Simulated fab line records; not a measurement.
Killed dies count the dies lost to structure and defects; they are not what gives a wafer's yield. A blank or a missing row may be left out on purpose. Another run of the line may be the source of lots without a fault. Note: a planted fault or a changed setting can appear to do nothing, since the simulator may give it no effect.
Which tool was responsible?    flow sfq-line    Sampling: 14 lots, 42 wafers, 3 of 325 route steps

WHAT THE GAUGES SHOWED, per wafer
SFQ_I3_OVL_MEAS_923.
lot   measured      on          I3_OVL (nm)
L687  day 34 07:14  overlay-01  1 -1 -4
L688  day 34 19:22  overlay-01  -4 -2 3
L689  day 34 23:57  overlay-02  -4 1 -4
L695  day 39 09:26  overlay-01  -5 2 -4
L697  day 40 03:26  overlay-01  -3 0 0
L700  day 48 04:55  overlay-02  -1 4 -1
L701  day 48 08:31  overlay-01  1 -5 4
L702  day 48 10:55  overlay-01  3 11 6
L703  day 48 12:08  overlay-01  0 -2 -1
L704  day 48 14:31  overlay-01  -6 -3 -3
L705  day 48 17:55  overlay-01  -4 -13 -9
L707  day 48 22:43  overlay-02  3 -2 2
L708  day 49 04:49  overlay-02  4 -2 3
L709  day 49 08:26  overlay-02  -4 -8 -4

WHAT TOOL EACH LOT RAN ON (gives the tool, then ch and the chambers of the sampled wafers, and finally the start)
lot   SFQ_TRILAYER_I3_DEP_PECVD_081    SFQ_TRILAYER_I3_METRO_MEASURE_083
L687  pecvd-03 ch 1,2, day 27 14:19    film-metro-04, day 27 17:42
L688  pecvd-03 ch 1,2, day 27 19:07    film-metro-01, day 28 03:30
L689  pecvd-02 ch 0,1, day 32 15:38    film-metro-01, day 32 20:12
L695  pecvd-03 ch 0,1,2, day 39 00:54  film-metro-01, day 39 04:05
L697  pecvd-03 ch 0,2, day 39 08:00    film-metro-01, day 39 11:46
L700  pecvd-02 ch 0,1,2, day 47 02:19  film-metro-03, day 47 12:49
L701  pecvd-03 ch 0,2, day 47 04:44    film-metro-04, day 47 15:49
L702  pecvd-02 ch 0,2, day 47 05:56    film-metro-04, day 47 18:49
L703  pecvd-03 ch 0,1,2, day 47 16:45  film-metro-03, day 47 22:13
L704  pecvd-04 ch 0,2, day 47 20:19    film-metro-04, day 47 23:31
L705  pecvd-04 ch 0,1,2, day 47 23:55  film-metro-03, day 48 03:19
L707  pecvd-03 ch 0,1,2, day 48 02:19  film-metro-01, day 48 07:19
L708  pecvd-02 ch 0,1,2, day 48 03:31  film-metro-03, day 48 10:19
L709  pecvd-03 ch 0,1, day 48 04:43    film-metro-04, day 48 12:31
- SFQ_TRILAYER_I3_DEP_PECVD_081: deposits SiO2 from SiH4/N2O, time 111.11 s, target thk 500 nm.
- SFQ_TRILAYER_I3_METRO_MEASURE_083

WHAT THE TOOLS THEMSELVES READ (means of the sampled wafers that have a number; where no wafer has one, the mark that the record gives instead)
SFQ_TRILAYER_I3_DEP_PECVD_081.
lot   tool      heater-power-w (W)  rf-fwd-power-W (W)  throttle-valve-pct (%)
L687  pecvd-03  84                  182.0               25.8
L688  pecvd-03  86                  182.2               25.8
L689  pecvd-02  77                  182.6               24.4
L695  pecvd-03  85                  192.1               26.1
L697  pecvd-03  81                  201.3               26.3
L700  pecvd-02  83                  181.9               23.2
L701  pecvd-03  86                  182.5               26.3
L702  pecvd-02  80                  182.8               23.9
L703  pecvd-03  87                  182.2               25.8
L704  pecvd-04  65                  182.7               25.8
L705  pecvd-04  69                  182.0               25.4
L707  pecvd-03  79                  182.5               26.0
L708  pecvd-02  80                  182.2               23.2
L709  pecvd-03  82                  182.1               25.2

SFQ_TRILAYER_I3_METRO_MEASURE_083.
lot   tool           thk-nm (nm)
L687  film-metro-04  200.5
L688  film-metro-01  199.5
L689  film-metro-01  199.0
L695  film-metro-01  200.2
L697  film-metro-01  199.7
L700  film-metro-03  199.7
L701  film-metro-04  199.3
L702  film-metro-04  199.2
L703  film-metro-03  199.7
L704  film-metro-04  200.4
L705  film-metro-03  199.3
L707  film-metro-01  199.0
L708  film-metro-03  199.3
L709  film-metro-04  198.3

THE ANSWER, worked out from the rows above alone
Rule: usual is defined by the lots themselves. Put in order of their means at a reading, lots are off if they are a third of the lots or fewer, leave a main group of 4 or more, and stand apart from it by a gap of 3 or more times the standard deviation of the main group's means; of several such gaps the widest counts. A main group is skipped when, at the precision printed for the reading in the tables above, its means are all equal. Also off: a lot with no number at a reading for which 4 or more lots have one. All remaining lots with rows at the step are treated as sound. The gauges are gone through in route order, then the tools' own readings, and for those a lot's mean is taken as printed above. The first step at which some lot is off is used, and at that step the reading that is off furthest; a lot without a number counts as furthest.
Off: L695, L697 (SFQ_TRILAYER_I3_DEP_PECVD_081, rf-fwd-power-W). Mean 182.3 W and standard deviation 0.29 in the main group.
A tool fits if, at that step or a process step before it, it ran every lot that is off, and no sound lot after the first of them. None of those tried fits.

WHAT THE SIMULATOR HAD INSERTED
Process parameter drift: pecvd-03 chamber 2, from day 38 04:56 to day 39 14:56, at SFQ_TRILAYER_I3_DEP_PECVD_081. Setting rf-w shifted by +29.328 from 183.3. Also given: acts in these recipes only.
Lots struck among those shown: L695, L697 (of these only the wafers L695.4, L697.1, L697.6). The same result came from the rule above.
